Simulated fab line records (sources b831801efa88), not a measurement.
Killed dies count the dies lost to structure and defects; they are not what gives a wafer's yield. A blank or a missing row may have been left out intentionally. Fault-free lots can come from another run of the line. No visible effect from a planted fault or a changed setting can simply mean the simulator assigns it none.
A struck lot beside a sound one :: flow sky130 :: 15 out of 708 route steps
Sound: the wafers L792.2, L792.4, L792.6. Wafers struck: L796.2, L796.3, L796.5. Last of all comes the cause.
For every step that has rows: the tool of each side, followed by ch and its chambers, followed by its first start. Under that, the readings that differ: sound wafers :: struck wafers :: difference of the means :: sigmas: that difference in standard deviations of wafers without a fault.
alike: words and numbers the same on both sides, and readings whose means are apart by under 2 such deviations; not compared: readings that were withheld, readings missing a value for some wafer, numbers with overlapping values and no deviation given by the record, and bounds like >300 which may hide the same value.
A row with sigmas, a row that says differs or no value, or rows on one side alone: a step with any of these is where the two part. When numbers do not overlap yet have no deviation, they are printed without sigmas and do not part them. Lack of a reading on every wafer of one side parts them only where that side has two or more wafers.

SKY_VIA2_STRIP_16: strips in O2/N2.
  sound on plasma asher-04 ch 0,1, day 36 17:38; struck on plasma asher-01 ch 0,1, day 37 20:22
  alike: drypump motor current A, oes product au, strip time to endpoint s
  not compared: rf hours counter h
then, 3 steps without rows for these wafers: SKY_VIA2_STRIP_17 (strips in post etch residue remover, time 1200 s); SKY_VIA2_CLEAN_18 (cleans in IPA, time 180 s); SKY_VIA2_CLEAN_19 (cleans in O3/DIW).
SKY_VIA2_SPUTTER_20: material TiN, target thk 20 nm, time 80 s.
  struck on pvd sputter-03, day 37 20:58; sound on pvd sputter-03, day 36 18:14
  alike: cathode dc power W, chamber pressure pa, throttle valve pct
then, 1 step without rows for these wafers: SKY_VIA2_CVD_21 (deposits W, target thk 420 nm, time 126.4 s).
SKY_VIA2_RS_MEAS_22: the measuring method here is four-point-probe.
  struck on film metro-04, day 37 21:11; sound on film metro-04, day 36 18:27
  alike: VIA2_W_RS
SKY_VIA2_THK_MEAS_23: measures by xrf.
  struck on film metro-04, day 37 21:17; sound on film metro-04, day 36 18:34
  alike: VIA2_W_THK
SKY_VIA2_CMP_24: polishes, stops on SiO2, t overpolish 20 s, target thk 0 nm.
  sound on cmp-01 ch 1,2,3, day 36 18:47; struck on cmp-02 ch 0,1,2, day 37 21:20
  alike: motor current A, overpolish run s, retaining ring pressure frac, time to endpoint s
then, 1 step without rows for these wafers: SKY_METAL3_SPUTTER_00 (material Ti, target thk 15 nm, time 10 s).
SKY_METAL3_SPUTTER_01: material TiN, target thk 20 nm, time 16.7 s.
  struck on pvd sputter-01, day 37 21:40; sound on pvd sputter-01, day 36 19:07
  alike: cathode dc power W, chamber pressure pa, throttle valve pct
SKY_METAL3_SPUTTER_02: material AlCu, target thk 735 nm, time 39.1 s.
  struck on pvd sputter-01, day 37 21:41; sound on pvd sputter-01, day 36 19:08
  alike: cathode dc power W, chamber pressure pa, throttle valve pct
SKY_METAL3_SPUTTER_03: material Ti, target thk 5 nm, time 3.3 s.
  struck on pvd sputter-01, day 37 21:44; sound on pvd sputter-01, day 36 19:11
reading: model.Ti_of_METAL3_SPUTTER_03.thk nm (nm)
sound: 5.116 4.875 4.943
struck: 5.935 5.839 6.065
difference: +0.968
sigmas: 
  alike: cathode dc power W, chamber pressure pa, throttle valve pct
then, 2 steps without rows for these wafers: SKY_METAL3_SPUTTER_04 (material TiN, target thk 70 nm, time 58.3 s); SKY_PAD_OPEN_PROBE_99.

## WHERE THEY PART
Nowhere in this record.

WHY: what the simulator had put in
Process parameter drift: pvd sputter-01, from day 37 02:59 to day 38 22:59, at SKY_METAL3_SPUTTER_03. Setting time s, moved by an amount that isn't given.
